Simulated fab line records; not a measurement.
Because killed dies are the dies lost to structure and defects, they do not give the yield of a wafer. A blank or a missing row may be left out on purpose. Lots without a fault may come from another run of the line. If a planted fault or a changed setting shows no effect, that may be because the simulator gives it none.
Comparing a struck lot with a sound one / flow sky130 / 18 steps out of a route of 708
Sound: the wafers L501.2, L501.3, L501.5. The struck wafers were L512.4, L512.5, L512.6. At the end, the cause is stated.
For every step that has rows: the tool of each side, followed by ch and its chambers, followed by its first start. Under that, the readings that differ: sound wafers / struck wafers / difference of the means / sigmas: that difference in standard deviations of wafers without a fault.
alike: words and numbers the same on both sides, and readings whose means are apart by under 2 such deviations; not compared: readings that were withheld, readings missing a value for some wafer, numbers with overlapping values and no deviation given by the record, and bounds like >300 which may hide the same value.
A row with sigmas, a row that says differs or no value, or rows on one side alone: a step with any of these is where the two part. Numbers that don't overlap but have no deviation are shown without sigmas and don't part them. A reading that every wafer of one side lacks parts them only if that side has two wafers or more.

first, 4 steps without rows for these wafers: SKY_VT_ADJUST_LVTN_SOFTBAKE_03; SKY_VT_ADJUST_LVTN_EXPOSE_04 (exposes mask NWM COMPLEMENT LESS NATIVE, target cd 840 nm); SKY_VT_ADJUST_LVTN_PEB_05; SKY_VT_ADJUST_LVTN_DEVELOP_06 (develop time 60 s).
SKY_VT_ADJUST_LVTN_OVL_MEAS_07:
  sound on overlay-02, day 7 22:29; struck on overlay-02, day 10 18:56
  alike: VT_ADJUST_LVTN_OVL
after that, 1 step had no rows for these wafers: SKY_VT_ADJUST_LVTN_IMPLANT_08.
SKY_VT_ADJUST_LVTN_STRIP_09: strips in O2/N2.
  sound on plasma asher-01 ch 0,1, day 7 22:40; struck on plasma asher-04 ch 0,1, day 10 19:08
reading=strip time to endpoint s (s); sound=36.93 36.81 37.03; struck=37.17 37.09 37.20; difference=+0.23; sigmas=+2
  alike: drypump motor current A, oes product au
  not compared: rf hours counter h
SKY_VT_ADJUST_LVTN_TW_MEAS_10:
  sound on film metro-04, day 7 22:47; struck on film metro-03, day 10 19:13
reading=VT_ADJUST_LVTN_TW; sound=244.3 245.0 245.6; struck=240.8 241.3 241.1; difference=-3.9; sigmas=-3
then, 4 steps without rows for these wafers: SKY_VT_ADJUST_LVTN_DEHYDRATE_11 (time 60 s); SKY_VT_ADJUST_LVTN_HMDS_12 (prime time 60 s); SKY_VT_ADJUST_LVTN_COAT_13 (resist thk 1140 nm); SKY_VT_ADJUST_LVTN_SOFTBAKE_14 (time 60 s).
SKY_VT_ADJUST_LVTN_EXPOSE_15: exposes mask HVN STD DERIVED, target cd 600 nm.
  sound on iline stepper-01 ch 0, day 8 08:53; struck on iline stepper-02 ch 0, day 11 07:12
reading=model.VT_ADJUST_LVTN.overlay x nm (nm); sound=0.7274 0.7274 0.7274; struck=163.4 163.4 163.4; difference=+162.7; sigmas=
  alike: mask, exposure dose mJ cm2
then, 2 steps without rows for these wafers: SKY_VT_ADJUST_LVTN_PEB_16; SKY_VT_ADJUST_LVTN_DEVELOP_17 (develop time 60 s).
SKY_VT_ADJUST_LVTN_OVL_MEAS_18:
  sound on overlay-01, day 8 19:35; struck on overlay-01, day 11 18:15
reading=VT_ADJUST_LVTN_01_OVL (nm); sound=-0.8 0.0 2.6; struck=162.9 163.4 163.4; difference=+162.6; sigmas=+99 or more
after that, 1 step had no rows for these wafers: SKY_VT_ADJUST_LVTN_IMPLANT_19.
-- record jumps: 38 days separate the struck wafers' starts on either side; left off in module VT_ADJUST_LVTN, taken up again in module PAD_OPEN, whose first shown step is the route's number 708 --
SKY_PAD_OPEN_PROBE_99:
  rows exist in the record for the struck wafers here (prober-01, day 49 19:43), but not for the sound ones

## WHERE THEY PART
Last at SKY_PAD_OPEN_PROBE_99 as far as this record goes, first at SKY_VT_ADJUST_LVTN_STRIP_09.

WHY: what had been put in by the simulator
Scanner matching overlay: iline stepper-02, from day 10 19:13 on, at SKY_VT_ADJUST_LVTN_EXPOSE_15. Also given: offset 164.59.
